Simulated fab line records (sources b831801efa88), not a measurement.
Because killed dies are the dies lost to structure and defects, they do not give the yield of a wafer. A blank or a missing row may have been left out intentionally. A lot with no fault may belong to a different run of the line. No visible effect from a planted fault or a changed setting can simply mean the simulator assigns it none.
fab line records	flow gf180mcu
record: lots: 13	wafers: 39	last-day: 33
route steps=602 shown MVPSD@82 V1@351 M3@409
lots that met no fault: from a run of the same line without faults
start-h: start of the lot's first displayed wafer, in hours after the record's first day	wait-h: hours elapsed since this lot's preceding step	" unchanged from the row above	L1.1+2: a single row standing in for several wafers	- either no value or no given start	* or withheld: withheld	< > ~ a bound
route shown NAME@n: a module of which the file shows steps, and the number in the route of the first	usual: mean/standard deviation of fault-free wafers	same: alike in all rows	chamber/n: place in a boat	sites: each site's reading	_std_site: standard deviation of those values	_edge_site: the outer-site mean with the inner-site mean subtracted	radius-mm: how far each site lies from the wafer's centre	mask NAME#n: copy n	behind: the most recent tool/chamber to have shaped the wafer	hold: cause of the lot's hold/its duration in hours/its outcome	device: which transistor (n, p or np) failed to switch	end of line: at the end of the route, the tests of the same wafers	where a step has no rows: the recipe by itself	killed: dies lost to structure and defects at the first sort, not the wafer's yield	map: per-die view of a wafer (x killed, . not killed, _ where there is no die)
set.NAME: the run value of the setting; set.NAME@STEP: its run value at that earlier step	model.NAME: the simulator's own value behind a step, which no gauge read
route steps across a sampled set of lots; one table per step, one row per wafer
services: a tool's chamber out of use, with start hour (start-h, from the record's first day; less than 0 if before it), hours out, and reason
== steps ==
step: GF_MVPSD_EXPOSE_04
recipe: mask-id: MVPSD	target-cd-nm: 1000	na: 0.6	source-shape: conventional	sigma-outer: 0.6	dose-mj: 260
usual: reticle-temp-C: 22.99/0.11
lot.wafer	tool	chamber	start-h	wait-h	mask	reticle-temp-C
L292.1	iline-stepper-02	0	90.19	-	MVPSD#0	23.08
L292.3	"	0	"	"	MVPSD#0	23.01
L292.4	"	0	"	"	MVPSD#0	23.01
L293.1	iline-stepper-01	0	94.70	-	MVPSD#0	23.01
L293.5	"	0	"	"	MVPSD#0	23.04
L293.6	"	0	"	"	MVPSD#0	22.97
L294.1	iline-stepper-02	0	100.15	-	MVPSD#0	22.87
L294.4	"	0	"	"	MVPSD#0	22.91
L294.6	"	0	"	"	MVPSD#0	23.06
L295.1	iline-stepper-02	0	106.72	-	MVPSD#0	22.88
L295.5	"	0	"	"	MVPSD#0	22.91
L295.6	"	0	"	"	MVPSD#0	23.01
L296.1	iline-stepper-02	0	113.53	-	MVPSD#0	23.08
L296.4	"	0	"	"	MVPSD#0	22.96
L296.5	"	0	"	"	MVPSD#0	22.82
L298.1	iline-stepper-01	0	126.32	-	MVPSD#0	22.89
L298.4	"	0	"	"	MVPSD#0	22.87
L298.5	"	0	"	"	MVPSD#0	22.80
L301.1	iline-stepper-02	0	142.80	-	MVPSD#0	23.03
L301.5	"	0	"	"	MVPSD#0	23.00
L301.6	"	0	"	"	MVPSD#0	22.91
L303.2	iline-stepper-01	0	155.70	-	MVPSD#0	22.90
L303.4	"	0	"	"	MVPSD#0	22.91
L303.6	"	0	"	"	MVPSD#0	22.86
L304.3	iline-stepper-01	0	159.62	-	MVPSD#0	23.10
L304.5	"	0	"	"	MVPSD#0	23.17
L304.6	"	0	"	"	MVPSD#0	23.05
L306.1	iline-stepper-02	0	172.05	-	MVPSD_R1#0	23.05
L306.2	"	0	"	"	MVPSD_R1#0	22.99
L306.6	"	0	"	"	MVPSD_R1#0	22.91
L307.1	iline-stepper-02	0	177.73	-	MVPSD#0	22.91
L307.4	"	0	"	"	MVPSD#0	23.09
L307.6	"	0	"	"	MVPSD#0	23.09
L308.1	iline-stepper-01	0	184.55	-	MVPSD#0	22.96
L308.4	"	0	"	"	MVPSD#0	22.85
L308.6	"	0	"	"	MVPSD#0	22.98
L312.1	iline-stepper-01	0	207.47	-	MVPSD#0	23.02
L312.2	"	0	"	"	MVPSD#0	22.96
L312.6	"	0	"	"	MVPSD#0	23.06
step: GF_V1_ETCH_16
recipe: chemistry: N2/H2	target-depth-a: withheld	overetch-a: withheld	time-s: withheld	target: BARC	ion-energy-ev: 200	source-w: 500	bias-w: 100	pressure-mtorr: 30	n2-flow-sccm: 100	h2-flow-sccm: 200
usual: chamber-pressure-mTorr: 30.000/0.027	drypump-motor-current-A: 5.8/0.54	oes-product-au: 0.855/0.0048	throttle-valve-pct: 13.225/0.0099
lot.wafer	tool	chamber	start-h	wait-h	chamber-pressure-mTorr	drypump-motor-current-A	oes-product-au	throttle-valve-pct
L292.1	rie-diel-01	1	411.23	0.0	29.976	5.1	0.849	13.205
L292.3	"	0	"	"	29.994	5.9	0.853	13.204
L292.4	"	2	"	"	29.985	4.7	0.859	13.243
L293.1	rie-diel-01	0	414.10	0.0	30.002	5.9	0.856	13.223
L293.5	"	2	"	"	29.999	4.7	0.851	13.219
L293.6	"	1	"	"	29.998	5.1	0.846	13.219
L294.1	rie-diel-01	2	423.82	0.0	30.008	4.7	0.855	13.233
L294.4	"	2	"	"	29.975	4.7	0.847	13.201
L294.6	"	3	"	"	29.979	6.3	0.854	13.212
L295.1	rie-diel-03	3	444.50	0.0	30.007	6.3	0.852	13.218
L295.5	"	1	"	"	30.011	5.9	0.862	13.226
L295.6	"	0	"	"	29.986	6.0	0.856	13.239
L296.1	rie-diel-01	3	454.13	0.0	30.025	6.3	0.855	13.222
L296.4	"	1	"	"	29.984	5.1	0.858	13.232
L296.5	"	3	"	"	29.997	6.3	0.856	13.236
L298.1	rie-diel-01	0	473.38	0.0	29.991	5.9	0.862	13.220
L298.4	"	3	"	"	30.000	6.3	0.866	13.238
L298.5	"	1	"	"	29.977	5.1	0.854	13.226
L301.1	rie-diel-03	3	497.58	0.0	30.021	6.3	0.853	13.214
L301.5	"	3	"	"	30.049	6.3	0.849	13.234
L301.6	"	0	"	"	29.988	6.0	0.848	13.221
L303.2	rie-diel-01	1	518.07	0.0	29.941	5.1	0.859	13.202
L303.4	"	2	"	"	30.013	4.7	0.861	13.225
L303.6	"	0	"	"	30.034	5.9	0.857	13.230
L304.3	rie-diel-04	3	518.77	0.0	30.040	6.2	0.851	13.221
L304.5	"	0	"	"	30.027	5.3	0.854	13.210
L304.6	"	3	"	"	30.045	6.1	0.850	13.225
L306.1	rie-diel-04	3	533.90	0.0	29.986	6.2	0.859	13.237
L306.2	"	0	"	"	30.013	5.3	0.862	13.218
L306.6	"	1	"	"	30.032	6.4	0.853	13.216
L307.1	rie-diel-04	1	545.48	0.0	29.971	6.4	0.858	13.230
L307.4	"	3	"	"	30.014	6.2	0.859	13.225
L307.6	"	0	"	"	29.996	5.3	0.860	13.220
L308.1	rie-diel-04	0	551.72	0.0	30.047	5.3	0.861	13.217
L308.4	"	1	"	"	30.026	6.4	0.848	13.219
L308.6	"	2	"	"	30.015	6.0	0.855	13.231
L312.1	rie-diel-04	1	580.92	0.0	29.996	6.4	0.857	13.216
L312.2	"	2	"	"	29.966	6.0	0.859	13.222
L312.6	"	1	"	"	29.990	6.4	0.853	13.228
step: GF_M3_SPUTTER_00
recipe: material: Ti	target-thk-nm: 37.5	arriving-ion-energy-ev: 80	substrate-temp-c: 200	chamber-pressure-pa: 2	power-w: 4000	time-s: 150
usual: throttle-valve-pct: 30.2/1.1
lot.wafer	tool	chamber	start-h	wait-h	throttle-valve-pct
L292.1	pvd-sputter-04	-	464.73	0.1	29.4
L292.3	"	-	"	"	29.1
L292.4	"	-	"	"	32.5
L293.1	pvd-sputter-01	-	467.23	0.1	27.9
L293.5	"	-	"	"	27.8
L293.6	"	-	"	"	29.6
L294.1	pvd-sputter-02	-	476.91	0.1	30.7
L294.4	"	-	"	"	30.2
L294.6	"	-	"	"	30.9
L295.1	pvd-sputter-04	-	496.59	0.2	29.3
L295.5	"	-	"	"	32.6
L295.6	"	-	"	"	29.6
L296.1	pvd-sputter-02	-	506.10	0.1	29.9
L296.4	"	-	"	"	30.2
L296.5	"	-	"	"	30.4
L298.1	pvd-sputter-01	-	524.92	0.2	29.6
L298.4	"	-	"	"	29.6
L298.5	"	-	"	"	27.8
L301.1	pvd-sputter-01	-	547.93	0.2	28.8
L301.5	"	-	"	"	29.3
L301.6	"	-	"	"	28.3
L303.2	pvd-sputter-02	-	566.89	0.2	30.2
L303.4	"	-	"	"	29.9
L303.6	"	-	"	"	30.4
L304.3	pvd-sputter-04	-	568.13	0.2	32.6
L304.5	"	-	"	"	29.7
L304.6	"	-	"	"	29.2
L306.1	pvd-sputter-02	-	582.62	0.1	30.1
L306.2	"	-	"	"	31.6
L306.6	"	-	"	"	31.1
L307.1	pvd-sputter-02	-	593.62	0.1	30.9
L307.4	"	-	"	"	30.6
L307.6	"	-	"	"	31.8
L308.1	pvd-sputter-02	-	600.52	0.1	30.1
L308.4	"	-	"	"	30.8
L308.6	"	-	"	"	29.7
L312.1	pvd-sputter-02	-	623.81	0.2	30.1
L312.2	"	-	"	"	31.6
L312.6	"	-	"	"	31.1
step: GF_M3_SPUTTER_04
recipe: material: TiN	target-thk-nm: 50	power-w: 6500	time-s: 41.7	chamber-pressure-pa: 0.4
usual: throttle-valve-pct: 30.2/1.1
lot.wafer	tool	chamber	start-h	wait-h	throttle-valve-pct
L292.1	pvd-sputter-04	-	464.91	0.0	29.4
L292.3	"	-	"	"	29.4
L292.4	"	-	"	"	32.2
L293.1	pvd-sputter-01	-	467.41	0.0	27.9
L293.5	"	-	"	"	27.9
L293.6	"	-	"	"	29.2
L294.1	pvd-sputter-02	-	477.09	0.0	31.2
L294.4	"	-	"	"	30.3
L294.6	"	-	"	"	31.1
L295.1	pvd-sputter-04	-	496.77	0.0	29.6
L295.5	"	-	"	"	32.3
L295.6	"	-	"	"	29.7
L296.1	pvd-sputter-02	-	506.28	0.0	30.0
L296.4	"	-	"	"	30.4
L296.5	"	-	"	"	30.2
L298.1	pvd-sputter-01	-	525.10	0.0	29.2
L298.4	"	-	"	"	29.4
L298.5	"	-	"	"	27.9
L301.1	pvd-sputter-01	-	548.11	0.0	28.8
L301.5	"	-	"	"	29.4
L301.6	"	-	"	"	27.9
L303.2	pvd-sputter-02	-	567.07	0.0	30.3
L303.4	"	-	"	"	30.0
L303.6	"	-	"	"	30.4
L304.3	pvd-sputter-04	-	568.31	0.0	32.4
L304.5	"	-	"	"	29.6
L304.6	"	-	"	"	28.9
L306.1	pvd-sputter-02	-	582.80	0.0	30.3
L306.2	"	-	"	"	31.7
L306.6	"	-	"	"	31.1
L307.1	pvd-sputter-02	-	593.80	0.0	31.1
L307.4	"	-	"	"	30.3
L307.6	"	-	"	"	31.8
L308.1	pvd-sputter-02	-	600.70	0.0	30.0
L308.4	"	-	"	"	31.1
L308.6	"	-	"	"	30.2
L312.1	pvd-sputter-02	-	624.00	0.0	30.5
L312.2	"	-	"	"	31.8
L312.6	"	-	"	"	31.4
== services ==
tool	chamber	start-h	hours	kind
iline-stepper-01	-	69.63	1.7	pm
iline-stepper-02	-	76.05	5.6	repair
pvd-sputter-02	-	85.22	2.5	repair
rie-diel-01	2	188.60	9.0	repair
iline-stepper-02	-	201.03	12.6	repair
rie-diel-01	-	254.02	0.4	repair
pvd-sputter-02	-	254.75	3.4	repair
pvd-sputter-01	-	265.94	0.6	repair
iline-stepper-01	-	287.84	1.7	pm
pvd-sputter-04	-	295.35	0.5	repair
iline-stepper-01	-	300.40	0.8	repair
rie-diel-01	3	304.58	15.7	repair
iline-stepper-02	-	315.06	5.0	repair
iline-stepper-02	-	333.08	2.1	pm
rie-diel-01	3	346.27	7.2	repair
iline-stepper-01	-	347.52	4.4	pm
iline-stepper-02	-	384.54	14.9	repair
pvd-sputter-01	-	404.55	2.6	repair
iline-stepper-02	-	437.47	1.7	pm
pvd-sputter-02	-	466.08	6.5	repair
iline-stepper-02	-	496.14	1.9	repair
iline-stepper-01	-	497.85	3.0	repair
iline-stepper-02	-	557.79	2.0	repair
iline-stepper-02	-	596.28	10.0	repair
== key ==
first-sign: step: GF_MVPSD_EXPOSE_04	reading: mask	direction: changed
effect none on later readings
met-at GF_MVPSD_EXPOSE_04
struck-lots L306
sort-left-out L306.1,L306.2,L306.6
tester-left-out L306
not-acting-at GF_V1_ETCH_16,GF_M3_SPUTTER_00,GF_M3_SPUTTER_04
onset-between 142.80 172.05
fault: kind: wrong-mask	tool: any	chamber: -	onset-h: 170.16	steps: GF_MVPSD_EXPOSE_04	aux-copy: MVPSD_R1#0	cd-offset-nm: -200	scope: struck-lots-only
tester-left-out: of these lots the tester's yield and bins aren't shown, on N5 and GAA mostly nor the transistor test; their killed dies are dies lost to structure and defects alone, not to doping, threshold or leakage, so they don't give the yield
sort-left-out: the simulated sort isn't trusted on such a fault, so these wafers' sort isn't shown, and their yield isn't known
